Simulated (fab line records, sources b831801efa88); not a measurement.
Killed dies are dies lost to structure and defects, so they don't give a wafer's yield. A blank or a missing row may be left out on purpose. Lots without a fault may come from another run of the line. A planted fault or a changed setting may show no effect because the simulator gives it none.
fab line records | flow sky130
record lots=6 wafers=18 last_day=50
route steps=708 shown LDD_HVP@288 LDD_LDN@289 PAD_OPEN@708
lots that met no fault: from a run of the same line without faults
start_h: hours from the record's first day to the start of the lot's first wafer shown | wait_h: hours since the lot's step before | " the same as in the row above | L1.1+2: a row that stands for several wafers | - no value, or no start given | * or withheld: withheld | < > ~ a bound
route shown NAME@n: a module of which the file shows steps, and the number in the route of the first | usual: mean/standard deviation of fault-free wafers | same: alike in all rows | chamber/n: place in a boat | sites: the reading at each site | _std_site: their standard deviation | _edge_site: outer sites' mean less inner sites' | radius_mm: how far each site lies from the wafer's centre | mask NAME#n: copy n | behind: the tool/chamber that last shaped the wafer | hold: why the lot was held/for how many hours/how that ended | device: the transistor (n, p or np) that didn't switch | end of line: the same wafers' tests at the end of the route | a step without rows: its recipe alone | killed: dies lost to structure and defects at the first sort, not the wafer's yield | map: a wafer's dies, x killed, . not, _ none there
set.NAME: the setting as run; set.NAME@STEP: as run at that earlier step | model.NAME: the simulator's own value behind a step, which no gauge read
lots at some steps of the route; a table a step, a row a wafer
services: from which hour (start_h, from the record's first day; less than 0 if before it) a tool's chamber was out of use, for how many hours, and why
## steps
# step SKY_LDD_HVP_TW_MEAS_10
# usual LDD_HVP_TW=456/4.2
# columns lot.wafer tool chamber start_h wait_h LDD_HVP_TW
L157.1 film_metro-01 - 533.32 0.1 460
L157.5 " - " " 457
L157.6 " - " " 457
L159.2 film_metro-02 - 552.33 0.1 450
L159.3 " - " " 449
L159.6 " - " " 452
L162.2 film_metro-04 - 576.01 0.1 461
L162.5 " - " " 461
L162.6 " - " " 460
L166.2 film_metro-02 - 610.88 0.1 453
L166.5 " - " " 454
L166.6 " - " " 455
L168.1 film_metro-02 - 620.70 0.1 457
L168.4 " - " " 454
L168.5 " - " " 457
L177.2 film_metro-02 - 684.03 0.1 454
L177.3 " - " " 452
L177.5 " - " " 450
# step SKY_LDD_LDN_DEHYDRATE_00
# recipe temp_c=200 time_s=60
# step SKY_LDD_LDN_HMDS_01
# recipe prime_time_s=60 prime_temp_c=120
# step SKY_LDD_LDN_COAT_02
# recipe resist=NOVOLAK spin_rpm=3000 resist_thk_nm=1140
# step SKY_LDD_LDN_SOFTBAKE_03
# recipe temp_c=90 time_s=60 resist=NOVOLAK
# step SKY_LDD_LDN_EXPOSE_04
# recipe mask_id=LDNTM na=0.6 source_shape=conventional sigma_outer=0.6 polarization=unpolarized target_cd_nm=700 dose_mj=140
# step SKY_LDD_LDN_PEB_05
# recipe temp_c=withheld time_s=* resist=NOVOLAK
# step SKY_LDD_LDN_DEVELOP_06
# recipe resist=NOVOLAK developer=TMAH develop_time_s=60 dev_temp_c=23
# step SKY_LDD_LDN_OVL_MEAS_07
# usual LDD_LDN_OVL=-0.3/1.3
# columns lot.wafer tool chamber start_h wait_h LDD_LDN_OVL[nm]
L157.1 overlay-01 - 562.78 0.1 1.5
L157.5 " - " " -0.1
L157.6 " - " " 0.4
L159.2 overlay-01 - 581.34 0.1 2.5
L159.3 " - " " 1.2
L159.6 " - " " 1.7
L162.2 overlay-02 - 605.12 0.1 -0.7
L162.5 " - " " -3.4
L162.6 " - " " -2.6
L166.2 overlay-02 - 639.31 0.1 1.3
L166.5 " - " " 1.7
L166.6 " - " " 0.5
L168.1 overlay-01 - 649.01 0.1 -1.0
L168.4 " - " " -1.7
L168.5 " - " " -1.7
L177.2 overlay-01 - 711.67 0.1 0.5
L177.3 " - " " -0.1
L177.5 " - " " 0.0
# step SKY_LDD_LDN_IMPLANT_08
# recipe species=As energy_kev=15 dose_cm2=1.25e+13 tilt_deg=withheld rotation_deg=23
# step SKY_LDD_LDN_IMPLANT_09
# recipe species=As energy_kev=15 dose_cm2=1.25e+13 tilt_deg=withheld rotation_deg=113
# step SKY_LDD_LDN_IMPLANT_10
# recipe species=As energy_kev=15 dose_cm2=1.25e+13 tilt_deg=withheld rotation_deg=203
# step SKY_LDD_LDN_IMPLANT_11
# recipe species=As energy_kev=15 dose_cm2=1.25e+13 tilt_deg=withheld rotation_deg=293
# usual rotation_deg=293.00/0.049
# columns lot.wafer tool chamber start_h wait_h rotation_deg
L157.1 implanter-02 0 563.27 0.1 293.03
L157.5 " 0 " " 293.03
L157.6 " 0 " " 292.92
L159.2 implanter-02 0 581.84 0.1 292.95
L159.3 " 0 " " 293.06
L159.6 " 0 " " 292.92
L159.2 implanter-02 0 582.16 0.3 293.05
L159.3 " 0 " " 293.08
L159.6 " 0 " " 292.99
L162.2 implanter-02 0 605.62 0.1 292.99
L162.5 " 0 " " 293.03
L162.6 " 0 " " 293.03
L166.2 implanter-02 0 639.82 0.1 292.92
L166.5 " 0 " " 293.04
L166.6 " 0 " " 292.96
L168.1 implanter-01 0 649.49 0.1 293.06
L168.4 " 0 " " 292.96
L168.5 " 0 " " 293.00
L168.1 implanter-01 0 649.81 0.3 293.10
L168.4 " 0 " " 292.99
L168.5 " 0 " " 292.99
L177.2 implanter-01 0 712.17 0.1 292.98
L177.3 " 0 " " 293.02
L177.5 " 0 " " 293.09
# step SKY_LDD_LDN_STRIP_12
# recipe chemistry=O2/N2 power_w=1400 pressure_mtorr=1500 platen_temp_c=withheld o2_flow_sccm=3000 n2_flow_sccm=300 overash_fraction=0.5
# usual drypump_motor_current_A=5.5/0.43 oes_product_au=0.715/0.0047 strip_time_to_endpoint_s=14.17/0.044
# columns lot.wafer tool chamber start_h wait_h drypump_motor_current_A oes_product_au rf_hours_counter_h strip_time_to_endpoint_s
L157.1 plasma_asher-04 1 563.42 0.1 5.2 0.719 67 14.11
L157.5 " 1 " " 5.2 0.716 - 14.13
L157.6 " 0 " " 5.2 0.727 - 14.11
L159.2 plasma_asher-03 1 582.28 0.1 6.7 0.715 51 14.10
L159.3 " 1 " " 6.7 0.709 - 14.13
L159.6 " 0 " " 5.9 0.717 - 14.10
L162.2 plasma_asher-04 0 605.75 0.1 5.2 0.703 71 14.25
L162.5 " 1 " " 5.2 0.713 - 14.24
L162.6 " 0 " " 5.2 0.715 - 14.24
L166.2 plasma_asher-02 0 639.94 0.1 5.7 0.720 91 14.23
L166.5 " 0 " " 5.7 0.716 - 14.23
L166.6 " 1 " " 5.4 0.718 - 14.24
L168.1 plasma_asher-02 1 650.01 0.2 5.4 0.716 93 14.13
L168.4 " 0 " " 5.7 0.712 - 14.20
L168.5 " 0 " " 5.7 0.707 - 14.18
L177.2 plasma_asher-04 1 712.30 0.1 5.1 0.712 82 14.17
L177.3 " 0 " " 5.2 0.706 - 14.14
L177.5 " 0 " " 5.2 0.720 - 14.15
# step SKY_LDD_LDN_TW_MEAS_13
# usual LDD_LDN_TW=1488/8.6
# columns lot.wafer tool chamber start_h wait_h LDD_LDN_TW
L157.1 film_metro-01 - 563.52 0.1 1473
L157.5 " - " " 1481
L157.6 " - " " 1484
L159.2 film_metro-04 - 582.39 0.1 1596
L159.3 " - " " 1588
L159.6 " - " " 1577
L162.2 film_metro-04 - 605.86 0.1 1506
L162.5 " - " " 1504
L162.6 " - " " 1503
L166.2 film_metro-01 - 640.05 0.1 1484
L166.5 " - " " 1472
L166.6 " - " " 1484
L168.1 film_metro-01 - 650.11 0.1 1582
L168.4 " - " " 1572
L168.5 " - " " 1584
L177.2 film_metro-03 - 712.41 0.1 1487
L177.3 " - " " 1486
L177.5 " - " " 1491
# step SKY_LDD_LDN_CLEAN_14
# recipe chemistry=SC1/SC2 mix=1:4:20 temp_c=70 time_s=150 dry=n2_spin
# step SKY_PAD_OPEN_PROBE_99
# usual killed_at_M0_to_M3=45/7.2 killed_at_M4_up=3.0/1.8 killed_at_contacts=25/6.1 killed_at_front_end=14/4.4 killed_at_other=0.2/0.44 killed_dies=88/10 killed_on_rim=17/3.5 killed_open=48/7.4 killed_short=40/6.3
# same gross_dies=492 killed_at_back_side=0
# columns lot.wafer tool chamber start_h wait_h killed_at_M0_to_M3 killed_at_M4_up killed_at_contacts killed_at_front_end killed_at_other killed_dies killed_on_rim killed_open killed_short model.etest.tip_sonos.rs_ohm_sq
L157.1 prober-01 - 1105.10 0.1 40 5 30 19 0 94 19 46 48 2634
L157.5 prober-01 - 1105.30 0.2 46 4 14 11 1 76 14 38 38 2585
L157.6 prober-01 - 1105.35 0.2 41 3 25 14 0 83 17 44 39 2600
L159.2 prober-01 - 1120.07 0.1 38 5 26 17 1 87 17 41 46 2308
L159.3 prober-01 - 1120.12 0.2 45 4 21 11 0 81 15 42 39 2297
L159.6 prober-01 - 1120.27 0.2 27 4 26 15 0 72 18 36 36 2329
L162.2 prober-02 - 1133.30 0.1 42 2 21 18 0 83 16 49 34 2652
L162.5 prober-02 - 1133.45 0.2 37 2 32 11 1 83 15 40 43 2636
L162.6 prober-02 - 1133.50 0.2 58 2 24 11 0 95 22 51 44 2685
L166.2 prober-02 - 1152.86 0.1 45 5 22 14 0 86 15 49 37 2594
L166.5 prober-02 - 1153.01 0.2 36 2 33 18 0 89 18 49 40 2609
L166.6 prober-02 - 1153.06 0.2 42 2 37 20 0 101 20 59 42 2585
L168.1 prober-02 - 1160.90 0.1 50 3 29 6 0 88 16 45 43 2353
L168.4 prober-02 - 1161.05 0.2 46 1 22 14 0 83 12 43 40 2329
L168.5 prober-02 - 1161.10 0.2 53 1 43 14 1 112 18 68 44 2328
L177.2 prober-02 - 1198.52 0.1 51 2 21 19 1 94 15 50 44 2657
L177.3 prober-02 - 1198.57 0.2 42 1 13 13 1 70 18 42 28 2690
L177.5 prober-02 - 1198.67 0.2 47 3 16 11 1 78 20 38 40 2722
# killed by level:class
L157.1 CONTACT:geometric_particle:open=10 POLY_GATE:geometric_particle:short=9 LI_CONTACT:geometric_particle:open=9 METAL2:geometric_particle:short=7 VIA3:geometric_particle:open=6 LI_CONTACT:geometric_particle:short=6 VIA2:geometric_particle:open=6 VIA1:geometric_particle:short=5
L157.5 VIA2:geometric_particle:open=9 VIA1:geometric_particle:open=8 VIA1:geometric_particle:short=6 LI_CONTACT:geometric_particle:open=5 VIA3:geometric_particle:open=5 CONTACT:geometric_particle:open=4 METAL2:geometric_particle:short=4 VIA2:geometric_particle:short=4
L157.6 CONTACT:geometric_particle:open=9 LI_CONTACT:geometric_particle:open=8 VIA3:geometric_particle:open=7 POLY_GATE:geometric_particle:short=6 VIA1:geometric_particle:open=6 VIA1:geometric_particle:short=5 CONTACT:geometric_particle:short=5 VIA2:geometric_particle:open=5
L159.2 CONTACT:geometric_particle:short=9 METAL1:geometric_particle:short=9 VIA3:geometric_particle:open=9 LI_CONTACT:geometric_particle:open=6 VIA2:geometric_particle:open=6 FIELD_ISO:geometric_particle:short=5 FIELD_ISO:geometric_particle:open=5 LI_CONTACT:geometric_particle:short=5
L159.3 VIA2:geometric_particle:open=10 LI_CONTACT:geometric_particle:open=9 VIA1:geometric_particle:open=7 METAL1:geometric_particle:short=7 CONTACT:geometric_particle:open=5 VIA3:geometric_particle:open=5 SPACER:geometric_particle:short=4 METAL2:geometric_particle:short=4
L159.6 VIA2:geometric_particle:open=8 LOCAL_INTERCONNECT:geometric_particle:short=7 CONTACT:geometric_particle:short=6 FIELD_ISO:geometric_particle:open=5 LI_CONTACT:geometric_particle:open=5 POLY_GATE:geometric_particle:open=4 CONTACT:geometric_particle:open=4 VIA1:geometric_particle:short=4
L162.2 VIA3:geometric_particle:open=11 CONTACT:geometric_particle:open=8 VIA1:geometric_particle:open=8 POLY_GATE:geometric_particle:open=6 CONTACT:geometric_particle:short=6 METAL1:geometric_particle:short=6 FIELD_ISO:geometric_particle:short=5 VIA2:geometric_particle:open=5
L162.5 CONTACT:geometric_particle:open=11 METAL1:geometric_particle:short=9 CONTACT:geometric_particle:short=8 LI_CONTACT:geometric_particle:open=5 VIA1:geometric_particle:open=5 VIA2:geometric_particle:open=5 VIA3:geometric_particle:open=5 LI_CONTACT:geometric_particle:short=4
L162.6 VIA2:geometric_particle:open=11 VIA1:geometric_particle:open=9 VIA3:geometric_particle:open=9 CONTACT:geometric_particle:short=7 VIA1:geometric_particle:short=7 LI_CONTACT:geometric_particle:open=6 METAL3:geometric_particle:short=6 CONTACT:geometric_particle:open=5
L166.2 VIA1:geometric_particle:open=10 LI_CONTACT:geometric_particle:open=9 VIA1:geometric_particle:short=7 VIA2:geometric_particle:open=7 CONTACT:geometric_particle:open=6 VIA3:geometric_particle:open=6 METAL4:geometric_particle:short=5 FIELD_ISO:geometric_particle:open=4
L166.5 CONTACT:geometric_particle:open=13 FIELD_ISO:geometric_particle:open=8 VIA3:geometric_particle:open=7 FIELD_ISO:geometric_particle:short=6 LOCAL_INTERCONNECT:geometric_particle:short=6 LI_CONTACT:geometric_particle:open=5 CONTACT:geometric_particle:short=5 VIA2:geometric_particle:open=5
L166.6 CONTACT:geometric_particle:open=15 VIA1:geometric_particle:open=12 LI_CONTACT:geometric_particle:open=11 FIELD_ISO:geometric_particle:open=8 METAL1:geometric_particle:short=6 CONTACT:geometric_particle:short=6 VIA3:geometric_particle:open=6 LOCAL_INTERCONNECT:geometric_particle:short=5
L168.1 VIA1:geometric_particle:open=15 METAL1:geometric_particle:short=13 LI_CONTACT:geometric_particle:open=10 CONTACT:geometric_particle:open=9 CONTACT:geometric_particle:short=7 VIA1:geometric_particle:short=5 VIA2:geometric_particle:short=4 VIA3:geometric_particle:short=4
L168.4 VIA1:geometric_particle:open=16 VIA1:geometric_particle:short=6 VIA3:geometric_particle:open=6 LI_CONTACT:geometric_particle:short=5 LI_CONTACT:geometric_particle:open=5 LOCAL_INTERCONNECT:geometric_particle:short=5 CONTACT:geometric_particle:short=5 POLY_GATE:geometric_particle:open=4
L168.5 CONTACT:geometric_particle:open=21 VIA3:geometric_particle:open=13 METAL1:geometric_particle:short=9 CONTACT:geometric_particle:short=9 VIA1:geometric_particle:open=8 LI_CONTACT:geometric_particle:open=6 VIA2:geometric_particle:open=5 FIELD_ISO:geometric_particle:short=4
L177.2 VIA1:geometric_particle:open=12 CONTACT:geometric_particle:open=11 METAL2:geometric_particle:short=11 VIA3:geometric_particle:open=7 VIA2:geometric_particle:open=6 FIELD_ISO:geometric_particle:short=5 CONTACT:geometric_particle:short=5 VIA1:geometric_particle:short=3
L177.3 VIA2:geometric_particle:open=9 VIA1:geometric_particle:open=8 VIA3:geometric_particle:open=8 LI_CONTACT:geometric_particle:open=5 CONTACT:geometric_particle:short=4 POLY_GATE:geometric_particle:short=3 POLY_GATE:geometric_particle:open=3 METAL3:geometric_particle:short=3
L177.5 VIA1:geometric_particle:open=11 VIA1:geometric_particle:short=10 METAL1:geometric_particle:short=8 CONTACT:geometric_particle:open=7 VIA2:geometric_particle:open=5 POLY_GATE:geometric_particle:open=4 LI_CONTACT:geometric_particle:open=4 METAL2:geometric_particle:short=3
## services
# columns tool chamber start_h hours kind
implanter-02 - 570.84 4.1 pm
plasma_asher-04 - 640.21 1.2 repair
plasma_asher-04 - 641.40 2.8 pm
implanter-01 - 654.81 5.5 pm
implanter-02 - 687.14 1.8 repair
implanter-02 - 708.69 38.7 repair
## key
first_sign step=SKY_LDD_LDN_IMPLANT_11 reading=visit direction=added
effect step=SKY_LDD_LDN_TW_MEAS_13 reading=LDD_LDN_TW direction=up sigmas=11 usual=1488 struck=1583
model_effect step=SKY_PAD_OPEN_PROBE_99 value=etest.tip_sonos.rs_ohm_sq without=2651 struck=2324
met_at SKY_LDD_LDN_IMPLANT_11
struck_wafers L159.2,L159.3,L159.6,L168.1,L168.4,L168.5
tester_left_out L159,L168
fault kind=repeated_step_whole tool=implanter-01,implanter-02,implanter-04 chamber=- onset_h=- steps=SKY_LDD_LDN_IMPLANT_11 times=1 scope=struck_lots_only
# tester_left_out: of these lots the tester's yield and bins aren't shown, on N5 and GAA mostly nor the transistor test; their killed dies are dies lost to structure and defects alone, not to doping, threshold or leakage, so they don't give the yield
